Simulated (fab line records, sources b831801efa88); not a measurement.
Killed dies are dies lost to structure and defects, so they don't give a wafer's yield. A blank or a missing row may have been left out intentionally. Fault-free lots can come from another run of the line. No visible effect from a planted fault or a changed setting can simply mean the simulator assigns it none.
A struck lot beside a sound one ; flow sky130 ; 17 out of 708 route steps
Sound: wafers L808.4, L808.5, L808.6. Struck: wafers L814.3, L814.4, L814.6. The cause is given at the end.
For every step that has rows: the tool of each side, followed by ch and its chambers, followed by its first start. Under that, the readings that differ: sound wafers ; struck wafers ; difference of the means ; sigmas: that difference in standard deviations of wafers without a fault.
alike: words and numbers the same on both sides, and readings whose means are apart by under 2 such deviations; not compared: readings that were withheld, readings missing a value for some wafer, numbers with overlapping values and no deviation given by the record, and bounds like >300 which may hide the same value.
Wherever a step has rows on one side only, a row that says differs or no value, or a row with sigmas, the two part there. Numbers that don't overlap but have no deviation are shown without sigmas and don't part them. A reading missing from all wafers of one side parts the sides only when that side holds two or more wafers.

first, 5 steps without rows for these wafers: SKY_FIELD_ISO_WET_ETCH_28 (etches SiO2 in dHF, target depth 23.7 nm, time 47 s); SKY_FIELD_ISO_WET_ETCH_29 (etches Si3N4 in H3PO4, target depth 160 nm, time 1825 s); SKY_FIELD_ISO_WET_ETCH_30 (etches SiO2 in dHF, target depth 25 nm, time 50 s); SKY_NWELL_CLEAN_00 (cleans in SC1/SC2, time 150 s); SKY_NWELL_OXIDATION_01 (stabilise 600 s, purge 300 s, target thk 10 nm).
SKY_NWELL_THK_MEAS_02:
  sound on film-metro-02, day 2 17:04; struck on film-metro-02, day 4 00:28
  alike: NWELL_OXIDATION_THK
then, 6 steps without rows for these wafers: SKY_DNWELL_DEHYDRATE_00 (time 60 s); SKY_DNWELL_HMDS_01 (prime time 60 s); SKY_DNWELL_COAT_02 (resist thk 3000 nm); SKY_DNWELL_SOFTBAKE_03; SKY_DNWELL_EXPOSE_04 (exposes mask DNM, target cd 3000 nm); SKY_DNWELL_PEB_05.
SKY_DNWELL_DEVELOP_06: develop time 60 s.
  sound on litho-track-03 ch 0, day 3 07:00; struck on litho-track-01, day 4 17:00
  no value came back on the struck wafers for chill-plate-temp-C (C), develop-time-s (s); on the sound wafers chill-plate-temp-C (C) reads 22.91 22.78 23.04
next, for these wafers, 1 step has no rows: SKY_DNWELL_IMPLANT_07.
SKY_DNWELL_STRIP_08: strips in O2/N2.
  sound on plasma-asher-04 ch 0,1, day 3 08:06; struck on plasma-asher-04 ch 0,1, day 4 17:59
  alike: drypump-motor-current-A, oes-product-au, strip-time-to-endpoint-s
  not compared: rf-hours-counter-h
SKY_DNWELL_TW_MEAS_09:
  sound on film-metro-04, day 3 08:11; struck on film-metro-02, day 4 18:05
reading;sound;struck;difference;sigmas
DNWELL_TW;1107 1109 1105;30 30 30;-1077;-99 or more
then, 1 step without rows for these wafers: SKY_PWDE_DEHYDRATE_00 (time 60 s).

WHERE THEY PART
First at SKY_DNWELL_DEVELOP_06; last, within this record, at SKY_DNWELL_TW_MEAS_09.

WHY: what had been put in by the simulator
Entire step skipped (litho-track-01, SKY_DNWELL_DEVELOP_06), from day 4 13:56 onward. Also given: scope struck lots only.
